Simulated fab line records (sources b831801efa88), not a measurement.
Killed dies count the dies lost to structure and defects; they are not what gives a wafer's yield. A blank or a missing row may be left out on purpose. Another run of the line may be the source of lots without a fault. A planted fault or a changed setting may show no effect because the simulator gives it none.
A lot that was struck, set against a sound lot ; flow sky130 ; 15 steps out of a route of 708
Sound: the wafers L529.1, L529.5, L529.6. Struck: wafer L536.4 (L536.1, L536.2, from the same lot, were not struck and are left out); the cause is given at the end.
Each step with rows lists, per side, the tool, then ch with its chambers, then its first start. Under that, the readings that differ: sound wafers ; struck wafers ; difference of the means ; sigmas: that difference in standard deviations of wafers without a fault.
alike: words and numbers the same on both sides, and readings whose means are apart by under 2 such deviations; not compared: readings that were withheld, readings missing a value for some wafer, numbers with overlapping values and no deviation given by the record, and bounds like >300 which may hide the same value.
A row with sigmas, a row that says differs or no value, or rows on one side alone: a step with any of these is where the two part. Numbers that don't overlap but have no deviation are shown without sigmas and don't part them. Lack of a reading on every wafer of one side parts them only where that side has two or more wafers.

first, 5 steps without rows for these wafers: SKY_CONTACT_STRIP_19 (strips in O2/N2); SKY_CONTACT_STRIP_20 (strips in post etch residue remover, time 1200 s); SKY_CONTACT_CLEAN_21 (cleans in IPA, time 180 s); SKY_CONTACT_CLEAN_22 (cleans in O3/DIW); SKY_CONTACT_SPUTTER_23 (material TiN, target thk 20 nm, time 80 s).
SKY_CONTACT_CVD_24: deposits W, target thk 340 nm, time 102.12 s.
  sound on cvd w-01 ch 0,1, day 32 02:43; struck on cvd w-02 ch 0, day 34 15:46
  alike: heater power outer w, heater power w
  not compared: since wet clean h
SKY_CONTACT_RS_MEAS_25: measures by four-point-probe.
  sound on film metro-03, day 32 02:50; struck on film metro-03, day 34 15:53
  alike: CONTACT_W_RS
SKY_CONTACT_THK_MEAS_26: measures by xrf.
  sound on film metro-03, day 32 02:57; struck on film metro-03, day 34 16:00
  alike: CONTACT_W_THK
SKY_CONTACT_CMP_27: polishes, stops on SiO2, t overpolish 15 s, target thk 0 nm.
  sound on cmp-02 ch 0,1,2, day 32 03:10; struck on cmp-01 ch 0, day 34 16:04
  alike: motor current A, overpolish run s, slurry flow ml min, time to endpoint s
SKY_METAL1_SPUTTER_00: material Ti, target thk 15 nm, time 10 s.
  sound on pvd sputter-01, day 32 03:19; struck on pvd sputter-04, day 34 16:22
reading;sound;struck;difference;sigmas
throttle valve pct (%);30.2 28.5 29.0;31.4;+2.2;+2
  alike: cathode dc power W
SKY_METAL1_SPUTTER_01: material TiN, target thk 20 nm, time 16.7 s.
  sound on pvd sputter-01, day 32 03:20; struck on pvd sputter-04, day 34 16:23
reading;sound;struck;difference;sigmas
cathode dc power W (W);6500.3 6500.8 6500.7;6497.4;-3.2;-3
  alike: throttle valve pct
then, 1 step without rows for these wafers: SKY_METAL1_SPUTTER_02 (material AlCu, target thk 250 nm, time 13.3 s).
SKY_METAL1_SPUTTER_03: material Ti, target thk 5 nm, time 3.3 s.
  sound on pvd sputter-01, day 32 03:23; struck on pvd sputter-04, day 34 16:26
reading;sound;struck;difference;sigmas
cathode dc power W (W);2999.5 3000.2 3000.5;2865.3;-134.8;-99 or more
throttle valve pct (%);30.1 28.9 28.8;31.3;+2.0;+2
model.Ti_of_METAL1_SPUTTER_03.thk nm (nm);4.962 4.991 5.071;4.601;-0.407;
SKY_METAL1_SPUTTER_04: material TiN, target thk 70 nm, time 58.3 s.
  sound on pvd sputter-01, day 32 03:24; struck on pvd sputter-04, day 34 16:28
reading;sound;struck;difference;sigmas
throttle valve pct (%);30.3 28.8 29.0;31.2;+1.8;+2
  alike: cathode dc power W
-- the record jumps here: 13 days lie between the struck wafers' starts before and after (it left off in module METAL1 and takes up again in module PAD_OPEN, whose first step shown is number 708 of the route) --
SKY_PAD_OPEN_PROBE_99:
  sound on prober-02, day 46 02:46; struck on prober-01, day 48 01:31
reading;sound;struck;difference;sigmas
killed at front end;20 21 19;10;-10;-2
  alike: defect limited yield, killed_at_M0_to_M3, killed_at_M4_up, killed at contacts, killed at other, killed dies, killed open, killed short, sort_bin_3_pad_short, sort_bin_5_function, sort_bin_6_memory, sort n pass, sort yield pct

## WHERE THEY PART
First at SKY_METAL1_SPUTTER_00; last, within this record, at SKY_PAD_OPEN_PROBE_99.

WHY: what the simulator had put in
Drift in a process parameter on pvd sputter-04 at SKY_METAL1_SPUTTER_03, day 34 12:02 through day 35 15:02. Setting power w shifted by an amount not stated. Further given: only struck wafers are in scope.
